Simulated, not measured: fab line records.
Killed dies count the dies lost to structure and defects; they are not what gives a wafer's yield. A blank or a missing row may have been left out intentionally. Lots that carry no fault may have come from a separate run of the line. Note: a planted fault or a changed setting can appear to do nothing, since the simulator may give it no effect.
Problem report in the 8D (eight disciplines) form, filled by code -- flow sky130 -- the parts of the form that need people (team, actions taken, sign-off) are left out

== 1. PROBLEM STATEMENT ==
Wafers free of any fault read 373 (standard deviation 3) for PWDE_TW at SKY_PWDE_TW_MEAS_10, against a mean of 1133 on 6 wafers of 2 lots. So: +99 or more standard deviations from the usual mean.
Seen first at day 5 06:42 on film metro-04, wafer L766.1. At this step, 33 wafers from 11 lots have a number in the record. Rule for "out", or "out of limits": more than 4 standard deviations from the usual mean. Any other wafer with a number is counted as sound.

== 2. WHAT IT IS AND WHAT IT IS NOT ==
question,is,is not
which readings at this step,PWDE_TW,-
which lots,"L766, L767","L762, L763, L764, L765, L776, L777, L779, L781, L783"
which wafers of those lots,all that have a number,-
read on which gauges,film metro-04,"film metro-02, film metro-03"
when,from day 5 06:42,"up to then (12 sound wafers); but 15 sound wafers of L776, L777, L779, L781, L783 came after"

== 3. WHAT RULES OUT EACH SUSPECT ==
Counting: a tool at any process step up to the reading remains a suspect when it ran all the lots that are out and ran no sound lot after the first of those.
- the gauge at SKY_PWDE_TW_MEAS_10: ruled out. All the wafers that are out were read on film metro-04, but those of them that SKY_NWELL_TW_MEAS_15 has rows for are out there too, on other tools.
- litho track-03 at SKY_DNWELL_COAT_02 (resist thk 3000 nm): ruled out as a lasting fault. Sound lots L776, L777, L779, L781, L783 ran on it after its first lot that is out, L766 (day 4 04:59).
Left after counting: nothing in the record.

== 4. THE CAUSE (what the simulator had put in) ==
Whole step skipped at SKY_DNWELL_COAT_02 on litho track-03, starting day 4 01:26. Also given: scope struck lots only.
It was ruled out by counting, in error; the rule expects a fault to strike all lots run on its tool from its start on, and this fault did not.

== 5. SEQUENCE OF EFFECTS, ordered by route ==
Rows list readings where the struck wafers' mean (over those with a number) sits beyond 3 standard deviations from the usual. Scope: only readings with a usual standard deviation given in the record; hours: median across lots of the time from each lot's start at the first step in this table that gives one to its start at this step; sigmas: change in usual standard deviations.
hours,step,reading,usual,on struck wafers,change,sigmas
0,SKY_PWDE_TW_MEAS_10,PWDE_TW,373,1133,+760,+99 or more
19,SKY_NWELL_TW_MEAS_15,NWELL_TW,1807,1911,+104,+7.4
38,SKY_NWELL_TW_MEAS_26,NWELL_2_TW,493,1143,+650,+99 or more
1019,SKY_PAD_OPEN_PROBE_99,killed at front end,15,414,+399,+99 or more
1019,SKY_PAD_OPEN_PROBE_99,killed dies,85,492,+407,+46
1019,SKY_PAD_OPEN_PROBE_99,killed on rim,16,96,+80,+22
The process steps in it:
- SKY_PAD_OPEN_PROBE_99
Readings that are blank on the struck wafers while sound wafers have them: chill plate temp C at SKY_DNWELL_COAT_02; dispense pressure kPa at SKY_DNWELL_COAT_02; spin speed rpm at SKY_DNWELL_COAT_02; oes product au at SKY_DNWELL_STRIP_08; strip time to endpoint s at SKY_DNWELL_STRIP_08.
At these later measuring or inspecting steps, every struck wafer for which the step has a row has a number for every such reading, and none has moved that far: SKY_VT_ADJUST_HVTP_CD_MEAS_07.

== 6. WHAT WOULD HAVE CAUGHT IT SOONER ==
29 hours passed between the start of the fault at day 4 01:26 and the first reading out of limits at a measuring or inspecting step in this record, taken at day 5 06:42.
At SKY_DNWELL_COAT_02 the tool's readings are blank on the struck wafers, where sound wafers have them: an empty tool record is the first sign, and it was there at once.
